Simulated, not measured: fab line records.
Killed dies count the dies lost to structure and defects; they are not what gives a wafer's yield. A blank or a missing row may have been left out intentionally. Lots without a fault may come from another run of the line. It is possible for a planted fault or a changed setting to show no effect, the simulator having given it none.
Shared-tool check | flow sky130 | 11 lots, 36 wafers sampled

## WHY IT WAS OPENED
At SKY_LDD_HVN_TW_MEAS_10 the reading LDD_HVN_TW is flagged on 1 of 11 lots. Wafers without a fault read 1430, standard deviation 12.
Rule: flag the lot when none of its wafers has a number, or when each of its wafers that has one lies beyond 4 standard deviations from that mean. The other lots count as sound.

lot  | measured     | on            | LDD_HVN_TW, wafer by wafer | flag
L629 | day 20 01:09 | film-metro-03 | 1442 1436 1433             |
L631 | day 20 18:51 | film-metro-02 | 1434 1437 1442             |
L632 | day 21 16:50 | film-metro-01 | 1420 1416 1414             |
L633 | day 22 01:11 | film-metro-01 | 1411 1409 1408             |
L634 | day 22 16:37 | film-metro-01 | 1414 1408 1417             |
L636 | day 22 22:37 | film-metro-02 | 1420 1424 1432             |
L638 | day 23 17:00 | film-metro-03 | 1451 1445 1444             |
L639 | day 24 07:10 | film-metro-02 | 1426 1424 1426             |
L640 | day 24 07:28 | film-metro-03 | 1442 1441 1447             |
L651 | day 28 06:30 | film-metro-02 | 1437 1449 1441             |
L649 | day 28 08:41 | film-metro-02 | 30 30 30 30 30 30          | FLAGGED
Averaged over the flagged lots the numbers come to 30, -1400 from the usual (-99 or more standard deviations).

## EACH LOT AND THE TOOL IT RAN ON
The record holds 2 process steps before the reading, out of a route of 708 steps. In each cell: the tool, then ch and the chambers that the sampled wafers went through, then the start.
lot  | flag    | SKY_LDD_P_STRIP_10                   | SKY_LDD_HVN_STRIP_09
L629 |         | plasma-asher-04 ch 0,1, day 18 18:28 | plasma-asher-02 ch 0,1, day 20 01:02
L631 |         | plasma-asher-03 ch 0,1, day 19 11:43 | plasma-asher-04 ch 0, day 20 18:45
L632 |         | plasma-asher-04 ch 0,1, day 20 10:49 | plasma-asher-04 ch 0,1, day 21 16:44
L633 |         | plasma-asher-04 ch 0,1, day 20 18:10 | plasma-asher-03 ch 1, day 22 01:05
L634 |         | plasma-asher-04 ch 0,1, day 21 10:05 | plasma-asher-04 ch 0,1, day 22 16:32
L636 |         | plasma-asher-04 ch 0,1, day 21 16:26 | plasma-asher-02 ch 0, day 22 22:30
L638 |         | plasma-asher-01 ch 1, day 22 10:49   | plasma-asher-04 ch 0,1, day 23 16:54
L639 |         | plasma-asher-03 ch 0,1, day 23 00:31 | plasma-asher-02 ch 0,1, day 24 07:03
L640 |         | plasma-asher-01 ch 0,1, day 23 01:21 | plasma-asher-03 ch 0,1, day 24 07:23
L651 |         | plasma-asher-03 ch 0,1, day 27 02:04 | plasma-asher-02 ch 0,1, day 28 06:24
L649 | FLAGGED | plasma-asher-01 ch 0,1, day 27 04:04 | plasma-asher-04 ch 1, day 28 08:35
What the steps here do:
- SKY_LDD_P_STRIP_10: strips in O2/N2.
- SKY_LDD_HVN_STRIP_09: strips in O2/N2.
- SKY_LDD_HVN_TW_MEAS_10

## FLAGGED OVER TOTAL, TOOL BY TOOL (the gauges that took the reading come last)
step                   | tool            | lots run | flagged | share of the flagged lots | sound lots run after its first flagged lot
SKY_LDD_P_STRIP_10     | plasma-asher-01 | 3        | 1       | all                       | 0
SKY_LDD_P_STRIP_10     | plasma-asher-03 | 3        | 0       | none                      | -
SKY_LDD_P_STRIP_10     | plasma-asher-04 | 5        | 0       | none                      | -
SKY_LDD_HVN_STRIP_09   | plasma-asher-02 | 4        | 0       | none                      | -
SKY_LDD_HVN_STRIP_09   | plasma-asher-03 | 2        | 0       | none                      | -
SKY_LDD_HVN_STRIP_09   | plasma-asher-04 | 5        | 1       | all                       | 0
SKY_LDD_HVN_TW_MEAS_10 | film-metro-01   | 3        | 0       | none                      | -
SKY_LDD_HVN_TW_MEAS_10 | film-metro-02   | 5        | 1       | all                       | 0
SKY_LDD_HVN_TW_MEAS_10 | film-metro-03   | 3        | 0       | none                      | -

## THE TABLE: WHAT IT ALLOWS
3 rows of the table ran every flagged lot: plasma-asher-01 at SKY_LDD_P_STRIP_10, plasma-asher-04 at SKY_LDD_HVN_STRIP_09, film-metro-02 at SKY_LDD_HVN_TW_MEAS_10.
- plasma-asher-01 at SKY_LDD_P_STRIP_10: 1 of its 3 lots flagged. Last sound lot L640 at day 23 01:21, first flagged lot L649 at day 27 04:04; a fault beginning in between fits. Its own readings lie more than 4 standard deviations out on every wafer of the flagged lots: oes-product-au.
- plasma-asher-04 at SKY_LDD_HVN_STRIP_09: 1 of its 5 lots flagged. Last sound lot L638 at day 23 16:54, first flagged lot L649 at day 28 08:35; a fault beginning in between fits. Its own readings lie more than 4 standard deviations out on every wafer of the flagged lots: oes-product-au, strip-time-to-endpoint-s.
- film-metro-02 at SKY_LDD_HVN_TW_MEAS_10: 1 of its 5 lots flagged. Last sound lot L651 at day 28 06:30, first flagged lot L649 at day 28 08:41; a fault beginning in between fits.
A lot count leaves these 3 tools indistinguishable: every one of them fits a fault beginning at some hour. More lots, or a look at what each step does to the wafer, might.

## WHAT WAS PUT IN BY THE SIMULATOR
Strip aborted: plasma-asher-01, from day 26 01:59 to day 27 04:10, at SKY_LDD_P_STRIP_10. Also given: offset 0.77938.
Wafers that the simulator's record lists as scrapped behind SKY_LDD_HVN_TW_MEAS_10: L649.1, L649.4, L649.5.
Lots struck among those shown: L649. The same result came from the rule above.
